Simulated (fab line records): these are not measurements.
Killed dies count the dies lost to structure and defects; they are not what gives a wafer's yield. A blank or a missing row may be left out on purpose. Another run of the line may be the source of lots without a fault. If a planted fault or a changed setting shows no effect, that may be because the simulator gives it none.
The tool behind it: which one? + flow sky130 + 12 lots, 36 wafers sampled, at 5 steps of a route of 708

== WHAT EACH GAUGE READ, for each wafer ==
SKY_VT_ADJUST_HVTP_CD_MEAS_07: the cd target is 380 nm.
| lot  | measured     | on        | cd_nm (nm)        |
|------|--------------|-----------|-------------------|
| L921 | day 6 05:43  | cd_sem-02 | 375.5 374.8 377.0 |
| L922 | day 6 11:29  | cd_sem-01 | 377.9 377.0 376.6 |
| L924 | day 7 03:38  | cd_sem-01 | 378.1 376.9 376.2 |
| L925 | day 7 13:52  | cd_sem-02 | 377.9 379.2 378.0 |
| L935 | day 9 23:32  | cd_sem-02 | 379.5 379.5 379.6 |
| L936 | day 10 03:32 | cd_sem-01 | 373.9 373.8 373.9 |
| L939 | day 10 18:51 | cd_sem-02 | 380.7 382.1 380.8 |
| L940 | day 11 00:01 | cd_sem-01 | 380.3 380.2 378.4 |
| L941 | day 11 05:21 | cd_sem-01 | 375.0 375.7 378.4 |
| L942 | day 11 12:50 | cd_sem-01 | 386.4 384.9 387.7 |
| L943 | day 11 22:19 | cd_sem-02 | 376.6 378.4 375.9 |
| L944 | day 12 06:55 | cd_sem-01 | 379.1 380.2 379.1 |

SKY_VT_ADJUST_LVTN_TW_MEAS_10.
| lot  | measured     | on            | VT_ADJUST_LVTN_TW |
|------|--------------|---------------|-------------------|
| L921 | day 7 02:27  | film_metro-04 | 236.6 238.5 238.2 |
| L922 | day 7 08:18  | film_metro-02 | 239.4 240.8 240.7 |
| L924 | day 7 23:45  | film_metro-04 | 237.6 236.7 235.0 |
| L925 | day 8 10:43  | film_metro-03 | 244.2 242.9 241.8 |
| L935 | day 10 21:36 | film_metro-04 | 237.8 237.9 237.8 |
| L936 | day 11 00:58 | film_metro-03 | 241.9 243.3 242.9 |
| L939 | day 11 17:34 | film_metro-02 | 238.3 238.7 238.5 |
| L940 | day 11 23:06 | film_metro-04 | 237.3 235.9 236.5 |
| L941 | day 12 06:13 | film_metro-02 | 240.2 239.0 239.5 |
| L942 | day 12 13:32 | film_metro-04 | 237.5 238.7 237.2 |
| L943 | day 13 00:17 | film_metro-02 | 240.5 240.9 240.7 |
| L944 | day 13 08:27 | film_metro-04 | 237.2 236.6 237.0 |

SKY_VT_ADJUST_LVTN_OVL_MEAS_18.
| lot  | measured     | on         | VT_ADJUST_LVTN_01_OVL (nm) |
|------|--------------|------------|----------------------------|
| L921 | day 7 22:13  | overlay-01 | 0.9 0.7 1.3                |
| L922 | day 8 04:22  | overlay-02 | 1.5 0.9 1.4                |
| L924 | day 8 19:52  | overlay-02 | -0.4 2.0 1.0               |
| L925 | day 9 08:10  | overlay-01 | -0.9 -0.8 0.5              |
| L935 | day 11 19:34 | overlay-01 | -0.4 0.1 -1.6              |
| L936 | day 11 23:27 | overlay-02 | 0.0 -0.7 -1.5              |
| L939 | day 12 17:58 | overlay-02 | -0.7 -0.7 0.3              |
| L940 | day 13 00:16 | overlay-02 | -0.9 3.0 0.0               |
| L941 | day 13 07:01 | overlay-01 | -0.5 -1.7 -0.8             |
| L942 | day 13 14:13 | overlay-02 | 1.2 -1.4 -1.3              |
| L943 | day 14 01:14 | overlay-01 | 1.0 0.1 2.1                |
| L944 | day 14 10:56 | overlay-01 | 0.5 0.0 0.6                |

SKY_POLY_GATE_THK_MEAS_01.
| lot  | measured     | on            | POLY_GATE_CVD_00_THK (nm) |
|------|--------------|---------------|---------------------------|
| L921 | day 14 01:13 | film_metro-02 | 179.7 181.1 180.3         |
| L922 | day 14 11:33 | film_metro-01 | 181.4 180.8 179.7         |
| L924 | day 15 04:12 | film_metro-01 | 151.0 149.0 149.6         |
| L925 | day 15 19:01 | film_metro-02 | 149.0 149.7 148.9         |
| L935 | day 19 03:23 | film_metro-02 | 179.3 178.8 180.3         |
| L936 | day 19 09:14 | film_metro-01 | 183.9 182.5 182.1         |
| L939 | day 20 08:34 | film_metro-01 | 179.4 178.4 179.7         |
| L940 | day 20 15:20 | film_metro-03 | 182.2 180.7 181.9         |
| L941 | day 20 21:43 | film_metro-03 | 181.0 180.7 179.4         |
| L942 | day 21 06:38 | film_metro-02 | 178.6 178.4 180.2         |
| L943 | day 21 19:22 | film_metro-03 | 179.4 180.1 181.1         |
| L944 | day 22 08:19 | film_metro-02 | 180.0 179.1 181.3         |

== WHICH TOOL RAN EACH LOT (tool, then ch and the chambers of the sampled wafers, then the start) ==
| lot  | SKY_POLY_GATE_CVD_00        |
|------|-----------------------------|
| L921 | lpcvd-01 ch 1, day 14 00:01 |
| L922 | lpcvd-01 ch 1, day 14 10:21 |
| L924 | lpcvd-01 ch 1, day 15 02:24 |
| L925 | lpcvd-01 ch 1, day 15 17:48 |
| L935 | lpcvd-01 ch 1, day 19 02:11 |
| L936 | lpcvd-01 ch 0, day 19 08:02 |
| L939 | lpcvd-01 ch 1, day 20 06:44 |
| L940 | lpcvd-01 ch 0, day 20 14:08 |
| L941 | lpcvd-01 ch 1, day 20 20:29 |
| L942 | lpcvd-01 ch 1, day 21 05:26 |
| L943 | lpcvd-01 ch 1, day 21 18:08 |
| L944 | lpcvd-01 ch 0, day 22 06:31 |
- SKY_POLY_GATE_CVD_00: deposits poly-Si, target thk 180 nm, time 720 s.

== WHAT THE TOOLS THEMSELVES READ (means of the sampled wafers that have a number; where no wafer has one, the mark that the record gives instead) ==
SKY_POLY_GATE_CVD_00.
| lot  | tool     | spike_tc_centre_C (C) | zone_power_centre_pct (%) |
|------|----------|-----------------------|---------------------------|
| L921 | lpcvd-01 | 619.8                 | 9.5                       |
| L922 | lpcvd-01 | 621.4                 | 9.6                       |
| L924 | lpcvd-01 | 620.4                 | 9.6                       |
| L925 | lpcvd-01 | 620.7                 | 9.5                       |
| L935 | lpcvd-01 | 620.5                 | 9.7                       |
| L936 | lpcvd-01 | 618.7                 | 11.1                      |
| L939 | lpcvd-01 | 621.6                 | 9.6                       |
| L940 | lpcvd-01 | 621.3                 | 11.0                      |
| L941 | lpcvd-01 | 620.7                 | 9.5                       |
| L942 | lpcvd-01 | 619.5                 | 9.6                       |
| L943 | lpcvd-01 | 620.6                 | 9.7                       |
| L944 | lpcvd-01 | 620.8                 | 11.1                      |

== THE ANSWER, worked out from the rows above alone ==
Rule: usual is defined by the lots themselves. Put in order of their means at a reading, lots are off if they are a third of the lots or fewer, leave a main group of 4 or more, and stand apart from it by a gap of 3 or more times the standard deviation of the main group's means; of several such gaps the widest counts. A main group is skipped when, at the precision printed for the reading in the tables above, its means are all equal. Also off: a lot with no number at a reading for which 4 or more lots have one. The other lots that the step has rows for count as sound. The gauges are gone through in route order, then the tools' own readings, and for those a lot's mean is taken as printed above. The first step at which some lot is off is used, and at that step the reading that is off furthest; a lot without a number counts as furthest.
Off: at SKY_POLY_GATE_THK_MEAS_01 (POLY_GATE_CVD_00_THK), L924, L925. Mean 180.4 nm and standard deviation 1.1 in the main group.
A tool fits if, at a process step before that reading, it ran every lot that is off, and no sound lot after the first of them. The gauges at SKY_POLY_GATE_THK_MEAS_01 are tried like those tools. Of those tried, none fits.

== WHAT THE SIMULATOR PUT IN ==
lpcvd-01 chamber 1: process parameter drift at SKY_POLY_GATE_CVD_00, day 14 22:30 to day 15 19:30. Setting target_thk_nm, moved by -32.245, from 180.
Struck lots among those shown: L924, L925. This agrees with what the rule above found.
